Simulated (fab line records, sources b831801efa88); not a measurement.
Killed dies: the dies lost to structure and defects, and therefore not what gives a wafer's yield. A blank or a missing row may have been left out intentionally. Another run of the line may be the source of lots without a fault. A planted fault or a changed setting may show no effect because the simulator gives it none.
What tool caused it? / flow gf180mcu / 11 lots with 33 wafers sampled at 6 steps, on a route of 602 steps

WHAT THE GAUGES READ, wafer by wafer
GF_VT_IMPLANT_RS_MEAS_48: measurement is done with a four-point probe. Usual: LVPWELL_RS typically reads 1195 ohm/sq, with standard deviation 3.1.
lot=L902; measured=day 7 18:44; on=film_metro-01; LVPWELL_RS (ohm/sq)=1202 1198 1194; flag=
lot=L903; measured=day 8 05:21; on=film_metro-03; LVPWELL_RS (ohm/sq)=1195 1195 1194; flag=
lot=L906; measured=day 8 22:24; on=film_metro-02; LVPWELL_RS (ohm/sq)=1187 1191 1191; flag=
lot=L909; measured=day 9 18:44; on=film_metro-02; LVPWELL_RS (ohm/sq)=1196 1199 1199; flag=
lot=L911; measured=day 10 10:09; on=film_metro-03; LVPWELL_RS (ohm/sq)=1189 1189 1193; flag=
lot=L913; measured=day 10 21:03; on=film_metro-01; LVPWELL_RS (ohm/sq)=1194 1191 1190; flag=
lot=L914; measured=day 11 05:20; on=film_metro-01; LVPWELL_RS (ohm/sq)=1197 1198 1198; flag=
lot=L919; measured=day 12 14:46; on=film_metro-01; LVPWELL_RS (ohm/sq)=1174 1179 1174 1175 1178 1173; flag=OFF
lot=L920; measured=day 12 21:22; on=film_metro-01; LVPWELL_RS (ohm/sq)=1197 1196 1197; flag=
lot=L923; measured=day 13 22:04; on=film_metro-02; LVPWELL_RS (ohm/sq)=1179 1175 1177 1178 1177 1178; flag=OFF
lot=L924; measured=day 13 23:17; on=film_metro-01; LVPWELL_RS (ohm/sq)=1193 1189 1192; flag=

GF_VT_IMPLANT_RS_MEAS_49: measurement is done with a four-point probe. Usual: MVPSD_RS typically reads 1168.6 ohm/sq, with standard deviation 2.8.
lot=L902; measured=day 7 18:52; on=film_metro-01; MVPSD_RS (ohm/sq)=1173.3 1168.9 1170.6; flag=
lot=L903; measured=day 8 05:28; on=film_metro-03; MVPSD_RS (ohm/sq)=1164.2 1164.9 1166.2; flag=
lot=L906; measured=day 8 22:31; on=film_metro-02; MVPSD_RS (ohm/sq)=1168.2 1166.6 1166.6; flag=
lot=L909; measured=day 9 18:51; on=film_metro-02; MVPSD_RS (ohm/sq)=1167.3 1165.6 1170.7; flag=
lot=L911; measured=day 10 10:16; on=film_metro-03; MVPSD_RS (ohm/sq)=1172.3 1168.9 1172.0; flag=
lot=L913; measured=day 10 21:10; on=film_metro-01; MVPSD_RS (ohm/sq)=1171.1 1174.9 1173.4; flag=
lot=L914; measured=day 11 05:27; on=film_metro-01; MVPSD_RS (ohm/sq)=1171.9 1167.8 1166.2; flag=
lot=L919; measured=day 12 19:31; on=film_metro-01; MVPSD_RS (ohm/sq)=1168.6 1167.9 1166.7; flag=
lot=L920; measured=day 12 21:29; on=film_metro-01; MVPSD_RS (ohm/sq)=1170.2 1169.7 1169.4; flag=
lot=L923; measured=day 13 23:35; on=film_metro-02; MVPSD_RS (ohm/sq)=1171.6 1169.7 1170.4; flag=
lot=L924; measured=day 13 23:24; on=film_metro-01; MVPSD_RS (ohm/sq)=1169.0 1166.1 1167.7; flag=

GF_V1_THK_MEAS_25: measures by xrf. Usual: V1_W_THK typically reads 342 nm, with standard deviation 6.5.
lot=L902; measured=day 18 11:22; on=film_metro-04; V1_W_THK (nm)=346 344 335; flag=
lot=L903; measured=day 19 01:06; on=film_metro-03; V1_W_THK (nm)=344 351 338; flag=
lot=L906; measured=day 20 06:55; on=film_metro-04; V1_W_THK (nm)=339 343 333; flag=
lot=L909; measured=day 21 12:32; on=film_metro-03; V1_W_THK (nm)=349 350 347; flag=
lot=L911; measured=day 22 08:23; on=film_metro-04; V1_W_THK (nm)=340 336 341; flag=
lot=L913; measured=day 22 20:45; on=film_metro-04; V1_W_THK (nm)=336 332 340; flag=
lot=L914; measured=day 23 03:16; on=film_metro-03; V1_W_THK (nm)=345 342 340; flag=
lot=L919; measured=day 24 19:02; on=film_metro-04; V1_W_THK (nm)=346 345 345; flag=
lot=L920; measured=day 24 23:17; on=film_metro-04; V1_W_THK (nm)=348 346 352; flag=
lot=L923; measured=day 26 00:37; on=film_metro-03; V1_W_THK (nm)=351 345 349; flag=
lot=L924; measured=day 26 05:53; on=film_metro-04; V1_W_THK (nm)=336 333 336; flag=

EACH LOT AND THE TOOL THAT RAN IT (in order: tool; ch and the chambers of the sampled wafers; start)
lot=L902; GF_LVPWELL_IMPLANT_09=implanter-02 ch 0, day 4 02:35; GF_CONTACT_ETCH_16=rie_diel-02 ch 0,1,3, day 16 09:30; GF_V1_ETCH_16=rie_diel-02 ch 1,2,3, day 18 10:21
lot=L903; GF_LVPWELL_IMPLANT_09=implanter-01 ch 0, day 4 09:37; GF_CONTACT_ETCH_16=rie_diel-03 ch 1,2,3, day 16 22:15; GF_V1_ETCH_16=rie_diel-04 ch 0,2,3, day 19 00:05
lot=L906; GF_LVPWELL_IMPLANT_09=implanter-02 ch 0, day 5 00:13; GF_CONTACT_ETCH_16=rie_diel-03 ch 0,1,2, day 18 03:43; GF_V1_ETCH_16=rie_diel-03 ch 0,2,3, day 20 05:53
lot=L909; GF_LVPWELL_IMPLANT_09=implanter-02 ch 0, day 5 18:05; GF_CONTACT_ETCH_16=rie_diel-02 ch 2,3, day 19 08:45; GF_V1_ETCH_16=rie_diel-04 ch 0,1, day 21 11:27
lot=L911; GF_LVPWELL_IMPLANT_09=implanter-04 ch 0, day 6 05:50; GF_CONTACT_ETCH_16=rie_diel-01 ch 0,1,3, day 20 03:12; GF_V1_ETCH_16=rie_diel-02 ch 0,1,2, day 22 07:21
lot=L913; GF_LVPWELL_IMPLANT_09=implanter-01 ch 0, day 6 15:22; GF_CONTACT_ETCH_16=rie_diel-03 ch 0,1,3, day 20 17:43; GF_V1_ETCH_16=rie_diel-02 ch 1,2, day 22 19:45
lot=L914; GF_LVPWELL_IMPLANT_09=implanter-02 ch 0, day 6 22:30; GF_CONTACT_ETCH_16=rie_diel-02 ch 0,3, day 21 00:00; GF_V1_ETCH_16=rie_diel-02 ch 0,3, day 23 02:14
lot=L919; GF_LVPWELL_IMPLANT_09=implanter-02 ch 0, day 8 02:26; GF_CONTACT_ETCH_16=rie_diel-03 ch 1,3, day 22 17:01; GF_V1_ETCH_16=rie_diel-02 ch 0,1, day 24 18:00
lot=L920; GF_LVPWELL_IMPLANT_09=implanter-04 ch 0, day 8 08:35; GF_CONTACT_ETCH_16=rie_diel-01 ch 0,1, day 22 22:31; GF_V1_ETCH_16=rie_diel-03 ch 2,3, day 24 22:16
lot=L923; GF_LVPWELL_IMPLANT_09=implanter-02 ch 0, day 9 03:08; GF_CONTACT_ETCH_16=rie_diel-02 ch 0,1,2, day 24 00:00; GF_V1_ETCH_16=rie_diel-02 ch 0,1,3, day 25 23:37
lot=L924; GF_LVPWELL_IMPLANT_09=implanter-01 ch 0, day 9 05:05; GF_CONTACT_ETCH_16=rie_diel-03 ch 0,1, day 24 06:28; GF_V1_ETCH_16=rie_diel-03 ch 0,2,3, day 26 04:54
- GF_LVPWELL_IMPLANT_09
- GF_CONTACT_ETCH_16: etches BARC in N2/H2.
- GF_V1_ETCH_16: etches BARC in N2/H2.

WHAT THE TOOLS THEMSELVES READ (means of the sampled wafers that have a number; where no wafer has one, the mark that the record gives instead)
GF_LVPWELL_IMPLANT_09. Usual: dose_ions_cm2 5e+12, standard deviation 5.4e+09; faraday_current_uA 28.2, standard deviation 0.55.
lot=L902 tool=implanter-02 dose_ions_cm2=5e+12 faraday_current_uA=28.1 flag=
lot=L903 tool=implanter-01 dose_ions_cm2=5e+12 faraday_current_uA=28.3 flag=
lot=L906 tool=implanter-02 dose_ions_cm2=5e+12 faraday_current_uA=28.1 flag=
lot=L909 tool=implanter-02 dose_ions_cm2=5e+12 faraday_current_uA=28.6 flag=
lot=L911 tool=implanter-04 dose_ions_cm2=5e+12 faraday_current_uA=28.2 flag=
lot=L913 tool=implanter-01 dose_ions_cm2=5e+12 faraday_current_uA=28.0 flag=
lot=L914 tool=implanter-02 dose_ions_cm2=5e+12 faraday_current_uA=28.3 flag=
lot=L919 tool=implanter-02 dose_ions_cm2=5e+12 faraday_current_uA=31.0 flag=OFF
lot=L920 tool=implanter-04 dose_ions_cm2=5e+12 faraday_current_uA=28.2 flag=
lot=L923 tool=implanter-02 dose_ions_cm2=5e+12 faraday_current_uA=31.1 flag=OFF
lot=L924 tool=implanter-01 dose_ions_cm2=5e+12 faraday_current_uA=28.3 flag=

GF_CONTACT_ETCH_16. Usual: bias_w 99.98 W, standard deviation 0.28; drypump_motor_current_A 5.7 A, standard deviation 0.44; oes_product_au 0.856 a.u., standard deviation 0.0045; throttle_valve_pct 13.225 %, standard deviation 0.0099.
lot=L902; tool=rie_diel-02; bias_w (W)=99.97; drypump_motor_current_A (A)=6.2; oes_product_au (a.u.)=0.850; throttle_valve_pct (%)=13.231; flag=
lot=L903; tool=rie_diel-03; bias_w (W)=99.96; drypump_motor_current_A (A)=5.4; oes_product_au (a.u.)=0.853; throttle_valve_pct (%)=13.225; flag=
lot=L906; tool=rie_diel-03; bias_w (W)=99.98; drypump_motor_current_A (A)=5.6; oes_product_au (a.u.)=0.859; throttle_valve_pct (%)=13.221; flag=
lot=L909; tool=rie_diel-02; bias_w (W)=100.08; drypump_motor_current_A (A)=6.1; oes_product_au (a.u.)=0.855; throttle_valve_pct (%)=13.231; flag=
lot=L911; tool=rie_diel-01; bias_w (W)=100.20; drypump_motor_current_A (A)=5.4; oes_product_au (a.u.)=0.853; throttle_valve_pct (%)=13.224; flag=
lot=L913; tool=rie_diel-03; bias_w (W)=100.02; drypump_motor_current_A (A)=5.7; oes_product_au (a.u.)=0.856; throttle_valve_pct (%)=13.230; flag=
lot=L914; tool=rie_diel-02; bias_w (W)=99.57; drypump_motor_current_A (A)=6.2; oes_product_au (a.u.)=0.856; throttle_valve_pct (%)=13.225; flag=
lot=L919; tool=rie_diel-03; bias_w (W)=100.02; drypump_motor_current_A (A)=5.5; oes_product_au (a.u.)=0.855; throttle_valve_pct (%)=13.224; flag=
lot=L920; tool=rie_diel-01; bias_w (W)=99.88; drypump_motor_current_A (A)=5.5; oes_product_au (a.u.)=0.858; throttle_valve_pct (%)=13.219; flag=
lot=L923; tool=rie_diel-02; bias_w (W)=99.98; drypump_motor_current_A (A)=6.4; oes_product_au (a.u.)=0.857; throttle_valve_pct (%)=13.226; flag=
lot=L924; tool=rie_diel-03; bias_w (W)=100.23; drypump_motor_current_A (A)=6.0; oes_product_au (a.u.)=0.858; throttle_valve_pct (%)=13.228; flag=

GF_V1_ETCH_16. Usual: bias_w 100.0 W, standard deviation 0.32; drypump_motor_current_A 5.9 A, standard deviation 0.43; oes_product_au 0.856 a.u., standard deviation 0.0043; throttle_valve_pct 13.225 %, standard deviation 0.0095.
lot=L902; tool=rie_diel-02; bias_w (W)=100.2; drypump_motor_current_A (A)=6.2; oes_product_au (a.u.)=0.856; throttle_valve_pct (%)=13.228; flag=
lot=L903; tool=rie_diel-04; bias_w (W)=100.1; drypump_motor_current_A (A)=5.7; oes_product_au (a.u.)=0.858; throttle_valve_pct (%)=13.217; flag=
lot=L906; tool=rie_diel-03; bias_w (W)=100.1; drypump_motor_current_A (A)=5.5; oes_product_au (a.u.)=0.858; throttle_valve_pct (%)=13.217; flag=
lot=L909; tool=rie_diel-04; bias_w (W)=100.0; drypump_motor_current_A (A)=5.8; oes_product_au (a.u.)=0.855; throttle_valve_pct (%)=13.215; flag=
lot=L911; tool=rie_diel-02; bias_w (W)=100.0; drypump_motor_current_A (A)=6.3; oes_product_au (a.u.)=0.855; throttle_valve_pct (%)=13.228; flag=
lot=L913; tool=rie_diel-02; bias_w (W)=99.8; drypump_motor_current_A (A)=6.3; oes_product_au (a.u.)=0.856; throttle_valve_pct (%)=13.230; flag=
lot=L914; tool=rie_diel-02; bias_w (W)=99.9; drypump_motor_current_A (A)=6.2; oes_product_au (a.u.)=0.854; throttle_valve_pct (%)=13.230; flag=
lot=L919; tool=rie_diel-02; bias_w (W)=99.9; drypump_motor_current_A (A)=6.3; oes_product_au (a.u.)=0.857; throttle_valve_pct (%)=13.236; flag=
lot=L920; tool=rie_diel-03; bias_w (W)=99.7; drypump_motor_current_A (A)=5.2; oes_product_au (a.u.)=0.856; throttle_valve_pct (%)=13.221; flag=
lot=L923; tool=rie_diel-02; bias_w (W)=99.9; drypump_motor_current_A (A)=6.2; oes_product_au (a.u.)=0.855; throttle_valve_pct (%)=13.222; flag=
lot=L924; tool=rie_diel-03; bias_w (W)=99.7; drypump_motor_current_A (A)=5.5; oes_product_au (a.u.)=0.854; throttle_valve_pct (%)=13.226; flag=

THE ANSWER, worked out from the rows above alone
Rule: take the mean of a lot's wafers that have a number; if it is more than 3 standard deviations from the usual mean, the lot is off. A lot without any number at a reading at which 4 lots or more have one is off too. Where the step has rows for the other lots, those lots are counted as sound. First the gauges in route order, then the tools' own readings, where a lot's mean is used as printed above. At the first step where some lot is off, the reading lying furthest off is the one used; lots without a number count as furthest.
Off: L919, L923, seen at GF_VT_IMPLANT_RS_MEAS_48 (LVPWELL_RS).
A tool fits if, at a process step before that reading, it ran every lot that is off, and no sound lot after the first of them. The gauges at GF_VT_IMPLANT_RS_MEAS_48 aren't tried: what is off there is off at GF_LVPWELL_IMPLANT_09 too, on other tools, and a gauge's error can't cause that. One fits: implanter-02 at GF_LVPWELL_IMPLANT_09. A fault onset in the window from L914 (day 6 22:30, its last sound lot) to L919 (day 8 02:26, its first lot off) fits.
The tool's own readings at GF_LVPWELL_IMPLANT_09 bear it out: on the lots that are off they differ by more than 5 times the standard deviation of the sound lots' means. faraday_current_uA reads 31.1 there against 28.2 on the sound lots.

WHAT HAD BEEN PUT IN BY THE SIMULATOR
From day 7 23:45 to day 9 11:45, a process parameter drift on implanter-02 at GF_LVPWELL_IMPLANT_09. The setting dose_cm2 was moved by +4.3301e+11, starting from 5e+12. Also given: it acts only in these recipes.
Shown lots that were struck: L919, L923. The rule given above showed the same thing.
